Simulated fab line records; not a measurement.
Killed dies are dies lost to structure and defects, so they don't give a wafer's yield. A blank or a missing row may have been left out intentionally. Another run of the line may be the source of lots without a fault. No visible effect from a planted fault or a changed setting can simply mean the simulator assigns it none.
Matching of chambers    flow gf180mcu    4 sister chambers for GF_V3_ETCH_16 on rie diel-04
The step etches BARC in N2/H2. 16 wafers are shown with their chamber, then 8 later ones without.

== WAFERS, EACH WITH ITS CHAMBER ==
wafer   chamber  drypump motor current A (A)  bias w (W)  oes product au (a.u.)
L605.3  1        5.7                          99.78       0.850
L605.5  1        5.7                          99.73       0.849
L605.6  2        5.2                          99.76       0.853
L607.1  0        5.8                          100.15      0.861
L607.2  3        5.8                          100.28      0.851
L607.3  2        5.2                          100.35      0.857
L612.1  2        5.2                          99.99       0.860
L612.2  0        5.8                          99.68       0.851
L612.4  3        5.7                          100.27      0.853
L619.1  3        5.8                          100.28      0.852
L619.2  1        5.7                          100.03      0.852
L619.6  2        5.2                          100.19      0.842
L621.2  0        5.8                          99.96       0.857
L621.4  3        5.7                          99.83       0.856
L621.6  2        5.2                          99.95       0.855
L625.1  2        5.2                          100.09      0.854

SIGNATURES (means of the wafers above)
reading                  chamber 0  chamber 1  chamber 2  chamber 3  scatter within a chamber
drypump motor current A  5.800      5.700      5.200      5.750      0.0289
bias w                   99.9300    99.8467    100.0550   100.1650   0.209
oes product au           0.85633    0.85033    0.85350    0.85300    0.00464
Rule: distance of a wafer from a chamber = root of the sum over the readings of ((wafer's reading minus chamber's mean) / reading's scatter) squared. If the next closest chamber is less than 2 further off than the closest, the wafer can't be placed; otherwise it belongs to the closest. How the scatter is found: for the shown wafers, subtract from each reading the mean of its chamber, square and add these, divide the total by (wafers less chambers), then take the root.

== WAFERS WHOSE CHAMBER IS MISSING ==
wafer   drypump motor current A (A)  bias w (W)  oes product au (a.u.)
L625.4  5.8                          100.50      0.857
L625.6  5.2                          100.07      0.857
L626.1  5.7                          100.11      0.860
L626.3  5.8                          99.70       0.856
L626.5  5.7                          99.46       0.849
L627.3  5.8                          99.53       0.860
L627.4  5.8                          99.62       0.850
L627.6  5.7                          100.23      0.857

== CHAMBER TAKEN BY EACH ==
wafer   from the rows above           in truth
L625.4  can't be placed: 3 or 0       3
L625.6  2                             2
L626.1  can't be placed: 3 or 1 or 0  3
L626.3  can't be placed: 0 or 3       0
L626.5  1                             1
L627.3  can't be placed: 0 or 3       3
L627.4  can't be placed: 0 or 3 or 1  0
L627.6  can't be placed: 3 or 1 or 0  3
Correct placement for 2 of the 8. Unplaceable from these rows: 6, with the true chamber sitting among the candidates in 6. Number placed wrongly: 0.
